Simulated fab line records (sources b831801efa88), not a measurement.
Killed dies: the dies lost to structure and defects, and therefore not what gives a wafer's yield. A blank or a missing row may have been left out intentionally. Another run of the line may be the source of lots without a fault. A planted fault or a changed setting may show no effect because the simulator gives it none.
fab line records	flow gf180mcu
record: lots: 12	wafers: 36	lastDay: 34
route steps=602 shown SALICIDE@282 CONTACT@291 V1@361
lots that met no fault: taken from a fault-free run of the same line
startH: start of the lot's first displayed wafer, in hours after the record's first day	waitH: how many hours have passed since the lot's step before this one	" as in the row above	L1.1+2: a single row standing in for several wafers	- value missing, or start not given	* or withheld: withheld	< > ~ a bound
route shown NAME@n: a module of which the file shows steps, and the number in the route of the first	usual: the fault-free wafers' mean and standard deviation	same: alike in all rows	chamber/n: place in a boat	sites: each site's reading	_std_site: standard deviation across them	_edge_site: mean of outer sites minus mean of inner sites	radiusMm: how far each site lies from the wafer's centre	mask NAME#n: copy n	behind: the last tool/chamber to shape the wafer	hold: cause of the lot's hold/its duration in hours/its outcome	device: whichever transistor did not switch (one of n, p or np)	end of line: tests of these same wafers at the route's end	a step without rows: its recipe alone	killed: the dies lost at the first sort to structure and to defects; this is not the yield of the wafer	map: per-die view of a wafer (x killed, . not killed, _ where there is no die)
set.NAME: the setting the step ran with; set.NAME@STEP: the setting that earlier step ran with	model.NAME: the simulator's own value behind a step, which no gauge read
the route's steps for a sample of lots (tables are steps, rows are wafers)
services: the hour from which a tool's chamber was out of use, counted from the record's first day as startH (under 0 if before that day), plus the number of hours and why
== steps ==
step: GF_SALICIDE_RS_MEAS_04
recipe: thkMeasGauge: four-point-probe	reads: TiN_of_SALICIDE_SPUTTER_03+Co_of_SALICIDE_SPUTTER_02
usual: SALICIDE_TIN_RS: 16.2/0.35
lot.wafer	tool	chamber	startH	waitH	SALICIDE_TIN_RS[ohm/sq]
L419.2	filmMetro-03	-	340.98	0.0	15.8
L419.4	"	-	"	"	16.0
L419.6	"	-	"	"	15.8
L420.2	filmMetro-03	-	346.19	0.0	15.7
L420.3	"	-	"	"	16.0
L420.5	"	-	"	"	15.7
L423.1	filmMetro-02	-	375.87	0.0	16.4
L423.2	"	-	"	"	16.0
L423.6	"	-	"	"	16.4
L424.4	filmMetro-02	-	384.58	0.1	16.1
L424.5	"	-	"	"	16.2
L424.6	"	-	"	"	16.4
L425.3	filmMetro-03	-	388.95	0.1	16.6
L425.4	"	-	"	"	16.2
L425.5	"	-	"	"	16.5
L428.1	filmMetro-02	-	429.61	0.0	16.2
L428.2	"	-	"	"	16.0
L428.6	"	-	"	"	15.8
L434.2	filmMetro-03	-	475.67	0.0	16.2
L434.3	"	-	"	"	16.1
L434.4	"	-	"	"	16.6
L435.1	filmMetro-03	-	480.25	0.0	16.9
L435.3	"	-	"	"	16.9
L435.6	"	-	"	"	16.8
L436.3	filmMetro-03	-	490.87	0.1	16.0
L436.5	"	-	"	"	16.2
L436.6	"	-	"	"	16.2
L440.3	filmMetro-03	-	513.39	0.1	15.9
L440.5	"	-	"	"	16.0
L440.6	"	-	"	"	15.8
L441.2	filmMetro-03	-	521.95	0.0	16.7
L441.4	"	-	"	"	16.1
L441.6	"	-	"	"	16.9
L442.2	filmMetro-03	-	533.61	0.0	16.6
L442.3	"	-	"	"	17.1
L442.6	"	-	"	"	16.6
step: GF_CONTACT_CMP_04
recipe: material: SiO2	downForcePsi: 4	platenRpm: 60	padVelocityMS: 0.94248
usual: headPressurePsi: 4.002/0.0087	motorCurrentA: 11.9/1.1	retainingRingPressureFrac: 1.000/0.0053	timeToEndpointS: 109/5.6
lot.wafer	tool	chamber	startH	waitH	headPressurePsi	motorCurrentA	retainingRingPressureFrac	timeToEndpointS
L419.2	cmp-02	1	341.81	0.1	4.001	12.3	0.999	99
L419.4	"	3	"	"	4.001	12.9	0.993	110
L419.6	"	1	"	"	4.004	13.0	0.994	106
L420.2	cmp-01	1	347.01	0.2	4.003	13.1	1.000	100
L420.3	"	3	"	"	4.008	12.3	1.011	108
L420.5	"	1	"	"	4.010	12.5	1.001	104
L423.1	cmp-01	0	376.64	0.1	4.005	10.7	1.003	98
L423.2	"	2	"	"	3.999	10.5	0.994	104
L423.6	"	3	"	"	3.993	12.5	0.998	111
L424.4	cmp-01	2	385.41	0.2	3.996	10.9	1.009	121
L424.6	"	3	"	"	4.006	12.1	0.997	117
L424.5	"	0	"	"	3.989	10.9	1.000	116
L425.4	cmp-02	2	389.84	0.0	4.001	11.8	1.000	115
L425.3	"	3	"	"	4.002	12.2	0.990	97
L425.5	"	3	"	"	3.997	12.4	1.001	106
L428.2	cmp-02	1	430.41	0.1	3.993	12.5	1.004	101
L428.1	"	2	"	"	4.004	12.8	0.998	104
L428.6	"	3	"	"	3.992	12.3	1.002	112
L434.4	cmp-01	2	476.51	0.1	3.975	10.1	1.003	115
L434.2	"	3	"	"	4.003	12.0	0.998	112
L434.3	"	0	"	"	3.997	10.3	1.001	107
L435.1	cmp-02	0	480.95	0.1	4.015	13.1	0.993	106
L435.3	"	3	"	"	3.980	12.6	1.005	107
L435.6	"	0	"	"	4.017	12.8	0.996	115
L436.3	cmp-01	2	491.65	0.1	4.002	10.5	1.002	117
L436.5	"	0	"	"	3.996	10.6	0.991	113
L436.6	"	1	"	"	3.992	13.4	1.006	110
L440.3	cmp-02	2	514.25	0.1	4.000	12.8	0.996	112
L440.6	"	0	"	"	4.015	12.7	0.998	115
L440.5	"	1	"	"	4.004	12.8	1.004	115
L441.2	cmp-02	0	522.75	0.0	4.004	12.6	0.988	111
L441.4	"	1	"	"	3.987	12.3	0.998	115
L441.6	"	1	"	"	3.989	12.4	0.998	112
L442.2	cmp-01	0	534.30	0.0	3.995	10.1	0.993	105
L442.3	"	3	"	"	3.986	12.6	0.998	114
L442.6	"	1	"	"	4.015	12.9	0.998	109
step: GF_CONTACT_COAT_09
recipe: resist: KrF	spinRpm: withheld	resistThkNm: 1000
lot.wafer	tool	chamber	startH	waitH
L419.2+4+6	lithoTrack-01	0	353	-
L420.2+3+5	lithoTrack-02	0	358	-
L423.1+2+6	lithoTrack-02	0	387	-
L424.4+5+6	lithoTrack-04	0	396	-
L425.3+4+5	lithoTrack-02	0	401	-
L428.1+2+6	lithoTrack-01	0	442	-
L434.2+3+4	lithoTrack-04	0	488	-
L435.1+3+6	lithoTrack-04	0	492	-
L436.3+5+6	lithoTrack-02	0	503	-
L440.3+5+6	lithoTrack-04	0	525	-
L441.2+4+6	lithoTrack-02	0	534	-
L442.2+3+6	lithoTrack-02	0	545	-
step: GF_CONTACT_CD_MEAS_14
recipe: targetCdNm: 220
usual: cdNm: 219.9/1.3
lot.wafer	tool	chamber	startH	waitH	cdNm
L419.2	cdSem-01	-	364.35	0.1	221.3
L419.4	"	-	"	"	219.2
L419.6	"	-	"	"	220.4
L420.2	cdSem-02	-	369.20	0.1	222.2
L420.3	"	-	"	"	220.0
L420.5	"	-	"	"	220.2
L423.1	cdSem-01	-	399.50	0.1	218.3
L423.2	"	-	"	"	219.6
L423.6	"	-	"	"	220.7
L424.4	cdSem-02	-	408.53	0.1	222.4
L424.5	"	-	"	"	221.4
L424.6	"	-	"	"	221.9
L425.3	cdSem-02	-	413.31	0.1	216.6
L425.4	"	-	"	"	217.0
L425.5	"	-	"	"	216.2
L428.1	cdSem-02	-	455.37	0.1	218.6
L428.2	"	-	"	"	218.4
L428.6	"	-	"	"	217.3
L434.2	cdSem-02	-	500.22	0.1	218.5
L434.3	"	-	"	"	218.2
L434.4	"	-	"	"	216.9
L435.1	cdSem-02	-	505.02	0.1	216.7
L435.3	"	-	"	"	217.5
L435.6	"	-	"	"	218.2
L436.3	cdSem-02	-	515.54	0.1	221.5
L436.5	"	-	"	"	221.7
L436.6	"	-	"	"	220.5
L440.3	cdSem-02	-	537.24	0.1	221.1
L440.5	"	-	"	"	220.2
L440.6	"	-	"	"	220.0
L441.2	cdSem-01	-	546.09	0.1	220.4
L441.4	"	-	"	"	219.9
L441.6	"	-	"	"	222.1
L442.2	cdSem-01	-	557.49	0.1	219.8
L442.3	"	-	"	"	220.1
L442.6	"	-	"	"	220.8
step: GF_CONTACT_STRIP_18
recipe: chemistry: O2/N2	powerW: 1400	pressureMtorr: 1500	platenTempC: 250	o2FlowSccm: 3000	n2FlowSccm: 300	overashFraction: 0.5
usual: drypumpMotorCurrentA: 5.7/0.64	heaterPowerW: 324/27	oesProductAu: 0.580/0.0051
lot.wafer	tool	chamber	startH	waitH	drypumpMotorCurrentA	heaterPowerW	oesProductAu	rfHoursCounterH
L419.2	plasmaAsher-04	1	364.64	-	6.2	339	0.586	70
L419.4	"	0	"	"	5.2	306	0.583	-
L419.6	"	0	"	"	5.2	302	0.584	-
L420.2	plasmaAsher-04	0	369.49	-	5.1	309	0.583	71
L420.3	"	1	"	"	6.2	344	0.582	-
L420.5	"	0	"	"	5.2	301	0.587	-
L423.1	plasmaAsher-01	0	399.82	-	5.6	328	0.586	63
L423.2	"	1	"	"	6.3	275	0.581	63
L423.6	"	1	"	"	6.3	276	0.587	-
L424.4	plasmaAsher-04	1	408.83	-	6.2	348	0.575	-
L424.5	"	0	"	"	5.2	290	0.577	-
L424.6	"	1	"	"	6.2	347	0.577	-
L425.3	plasmaAsher-01	0	413.63	-	5.5	318	0.597	-
L425.4	"	1	"	"	6.3	278	0.600	-
L425.5	"	1	"	"	6.3	284	0.601	-
L428.1	plasmaAsher-04	1	455.69	-	6.2	344	0.580	2
L428.2	"	0	"	"	5.2	312	0.586	2
L428.6	"	1	"	"	6.2	349	0.584	-
L434.2	plasmaAsher-04	1	500.52	-	6.2	342	0.578	7
L434.3	"	0	"	"	5.2	311	0.588	-
L434.4	"	1	"	"	6.2	344	0.581	-
L435.1	plasmaAsher-01	1	505.34	-	6.3	276	0.588	76
L435.3	"	0	"	"	5.6	334	0.574	-
L435.6	"	1	"	"	6.3	276	0.578	-
L436.3	plasmaAsher-03	1	515.85	-	6.5	312	0.577	-
L436.5	"	1	"	"	6.5	310	0.581	-
L436.6	"	0	"	"	4.8	370	0.578	-
L440.3	plasmaAsher-03	1	537.55	-	6.5	304	0.578	-
L440.5	"	1	"	"	6.5	308	0.578	-
L440.6	"	0	"	"	4.7	360	0.578	-
L441.2	plasmaAsher-03	0	546.39	-	4.8	365	0.574	45
L441.4	"	1	"	"	6.5	313	0.578	-
L441.6	"	0	"	"	4.8	370	0.573	-
L442.2	plasmaAsher-01	1	557.79	-	6.3	281	0.582	81
L442.3	"	1	"	"	6.3	287	0.580	-
L442.6	"	1	"	"	6.3	285	0.582	-
step: GF_V1_CMP_26
recipe: stopOn: SiO2	downForcePsi: 3.5	platenRpm: 60	tOverpolishS: 15	targetThkNm: 0	padVelocityMS: 0.94248
usual: headPressurePsi: 3.499/0.0077	motorCurrentA: 10.9/1	overpolishRunS: 15.001/0.0091	retainingRingPressureFrac: 1.000/0.0048	timeToEndpointS: 84/3.7
lot.wafer	tool	chamber	startH	waitH	headPressurePsi	motorCurrentA	overpolishRunS	retainingRingPressureFrac	timeToEndpointS
L419.2	cmp-01	2	414.65	0.0	3.514	10.0	15.008	0.998	84
L419.4	"	1	"	"	3.492	12.0	14.984	1.000	77
L419.6	"	3	"	"	3.491	10.8	15.003	0.997	83
L420.2	cmp-02	1	418.95	0.2	3.497	11.9	14.998	1.001	81
L420.3	"	2	"	"	3.491	12.0	14.983	0.997	82
L420.5	"	1	"	"	3.489	11.4	15.003	0.997	81
L423.1	cmp-02	0	452.16	0.1	3.512	11.5	15.003	1.007	81
L423.2	"	1	"	"	3.497	11.6	15.003	0.998	85
L423.6	"	0	"	"	3.503	12.2	14.999	1.004	82
L424.4	cmp-02	2	461.11	0.1	3.497	11.8	14.999	0.994	85
L424.5	"	0	"	"	3.488	11.2	14.992	0.999	84
L424.6	"	1	"	"	3.508	11.9	14.992	1.008	85
L425.4	cmp-02	2	467.16	0.1	3.500	11.7	15.006	0.995	88
L425.3	"	3	"	"	3.491	11.1	14.995	1.006	82
L425.5	"	1	"	"	3.493	12.1	15.003	1.002	82
L428.2	cmp-02	3	508.30	0.0	3.504	11.2	14.995	0.992	86
L428.1	"	2	"	"	3.508	11.4	15.002	0.995	89
L428.6	"	3	"	"	3.491	11.7	15.009	1.007	86
L434.2	cmp-01	1	549.52	0.0	3.504	11.3	15.009	0.998	86
L434.3	"	3	"	"	3.511	10.9	15.008	1.000	85
L434.4	"	0	"	"	3.503	9.9	15.011	0.999	86
L435.3	cmp-01	1	554.64	0.4	3.491	11.0	14.997	0.998	83
L435.1	"	2	"	"	3.498	9.1	15.000	1.005	88
L435.6	"	3	"	"	3.495	10.5	15.016	1.009	85
L436.3	cmp-01	3	564.74	0.2	3.500	11.1	15.007	0.996	84
L436.5	"	0	"	"	3.484	9.6	14.985	1.002	82
L436.6	"	1	"	"	3.506	11.6	15.014	1.005	77
L440.3	cmp-01	1	586.07	0.0	3.492	11.1	14.999	1.002	80
L440.6	"	1	"	"	3.515	11.4	15.000	1.000	80
L440.5	"	2	"	"	3.492	9.7	15.017	0.998	86
L441.2	cmp-02	0	593.93	0.1	3.493	11.7	14.979	0.998	77
L441.4	"	2	"	"	3.495	11.1	14.988	1.001	80
L441.6	"	0	"	"	3.491	11.8	15.002	0.995	75
L442.2	cmp-01	1	604.59	0.1	3.508	11.4	14.999	1.006	77
L442.3	"	2	"	"	3.499	9.8	14.990	0.988	88
L442.6	"	1	"	"	3.497	11.6	14.989	0.998	81
== services ==
tool	chamber	startH	hours	kind
plasmaAsher-04	-	321.90	6.9	repair
cmp-01	-	331.01	1.0	repair
plasmaAsher-03	-	363.94	0.8	repair
plasmaAsher-03	-	399.09	14.6	pm
cmp-02	-	403.59	3.2	pm
cmp-01	-	404.06	4.0	pm
cmp-01	-	408.06	-	consumableReplace:conditioner
cmp-01	-	408.06	-	consumableReplace:pad
plasmaAsher-04	-	410.83	15.6	pm
plasmaAsher-04	-	426.43	9.0	pm
cmp-02	-	439.90	6.6	pm
cmp-01	-	507.81	0.9	repair
plasmaAsher-04	-	511.94	6.3	repair
plasmaAsher-04	-	531.33	1.1	repair
cmp-02	-	550.99	14.7	pm
plasmaAsher-01	-	560.31	14.6	pm
cmp-02	-	568.86	2.2	repair
cmp-02	-	569.16	1.8	repair
cmp-02	-	572.00	4.0	pm
cmp-02	-	576.00	-	consumableReplace:conditioner
cmp-02	-	576.00	-	consumableReplace:pad
cmp-02	-	576.27	2.3	repair
cmp-02	-	577.88	11.2	repair
plasmaAsher-03	-	599.68	2.1	repair
== key ==
firstSign: step: GF_CONTACT_CD_MEAS_14	reading: cdNm	direction: down	sigmas: 2.5	usual: 219.9	struck: 216.6
effect: step: GF_CONTACT_STRIP_18	reading: oesProductAu	direction: up	sigmas: 3.9	usual: 0.580	struck: 0.599
metAt GF_CONTACT_COAT_09
struckLots L425
testerLeftOut L425
notActingAt GF_SALICIDE_RS_MEAS_04,GF_CONTACT_CMP_04,GF_V1_CMP_26
onsetBetween 387 401
fault: kind: processParameterDrift	tool: lithoTrack-02	chamber: -	onsetH: 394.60	steps: GF_CONTACT_COAT_09	channel: resistThkNm	offset: *	shape: step	endH: 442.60	actsIn: *	stated: *
testerLeftOut: of these lots the tester's yield and bins aren't shown, on N5 and GAA mostly nor the transistor test; their killed dies are dies lost to structure and defects alone, not to doping, threshold or leakage, so they don't give the yield
